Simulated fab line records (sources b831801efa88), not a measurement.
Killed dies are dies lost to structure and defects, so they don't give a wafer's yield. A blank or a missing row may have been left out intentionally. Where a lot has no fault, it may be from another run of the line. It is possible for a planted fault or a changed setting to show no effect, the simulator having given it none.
Comparing a struck lot with a sound one | flow gf180mcu | 14 out of 602 route steps
Sound: the wafers L746.2, L746.4, L746.6. The struck wafers were L758.1, L758.5, L758.6. At the end, the cause is stated.
Each step with rows lists, per side, the tool, then ch with its chambers, then its first start. Under that, the readings that differ: sound wafers | struck wafers | difference of the means | sigmas: that difference in standard deviations of wafers without a fault.
alike: readings with means less than 2 such deviations apart, plus words and numbers identical on both sides. not compared: withheld readings, readings lacking a value on some wafer, bounds such as >300 that could conceal the same value, and numbers that have no deviation in the record and whose values overlap.
A row with sigmas, a row that says differs or no value, or rows on one side alone: a step with any of these is where the two part. Numbers that don't overlap but have no deviation are shown without sigmas and don't part them. A reading missing from all wafers of one side parts the sides only when that side holds two or more wafers.

GF_TOP_METAL_SPUTTER_01: material TiN, target thk 30 nm, time 25 s.
  sound: pvd_sputter-03 at day 28 06:49; struck: pvd_sputter-03 at day 31 20:15
  alike: throttle_valve_pct
GF_TOP_METAL_SPUTTER_02: material AlCu, target thk 900 nm, time 47.82 s.
  sound: pvd_sputter-03 at day 28 06:50; struck: pvd_sputter-03 at day 31 20:17
  alike: substrate_temp_c, throttle_valve_pct
GF_TOP_METAL_SPUTTER_03: material Ti, target thk 5 nm, time 3.3 s.
  sound: pvd_sputter-03 at day 28 06:53; struck: pvd_sputter-03 at day 31 20:20
  alike: substrate_temp_c, throttle_valve_pct
GF_TOP_METAL_SPUTTER_04: material TiN, target thk 25 nm, time 20.8 s.
  sound: pvd_sputter-03 at day 28 06:55; struck: pvd_sputter-03 at day 31 20:20
  alike: throttle_valve_pct
GF_TOP_METAL_RS_MEAS_05: uses a four-point probe to measure.
  sound: film_metro-04 at day 28 06:57; struck: film_metro-02 at day 31 20:22
  alike: TOP_METAL_ALCU_RS
GF_TOP_METAL_THK_MEAS_06: measures by xrf.
  sound: film_metro-04 at day 28 07:04; struck: film_metro-02 at day 31 20:29
  alike: TOP_METAL_ALCU_THK
then, 6 steps without rows for these wafers: GF_TOP_METAL_DEHYDRATE_07 (time 60 s); GF_TOP_METAL_HMDS_08 (prime time 60 s); GF_TOP_METAL_COAT_09 (resist thk 1500 nm); GF_TOP_METAL_SOFTBAKE_10 (time 60 s); GF_TOP_METAL_EXPOSE_11 (exposes mask MetalTop, target cd 440 nm); GF_TOP_METAL_PEB_12.
GF_TOP_METAL_DEVELOP_13: develop time 60 s.
  struck on litho_track-04, day 32 11:56; sound on litho_track-04 ch 0, day 29 02:25
  no value came back on the struck wafers for chill_plate_temp_C (C), develop_time_s (s); on the sound wafers chill_plate_temp_C (C) reads 22.91 23.09 22.96
GF_TOP_METAL_CD_MEAS_14: target cd 440 nm.
  sound: cd_sem-02 at day 29 02:34; struck: cd_sem-01 at day 32 12:05
  reading    | sound             | struck | difference                    | sigmas
  cd_nm (nm) | 441.3 442.0 440.1 | - - -  | no value on the struck wafers |

## WHERE THEY PART
First at GF_TOP_METAL_DEVELOP_13; last, within this record, at GF_TOP_METAL_CD_MEAS_14.

WHY: whatever the simulator had introduced
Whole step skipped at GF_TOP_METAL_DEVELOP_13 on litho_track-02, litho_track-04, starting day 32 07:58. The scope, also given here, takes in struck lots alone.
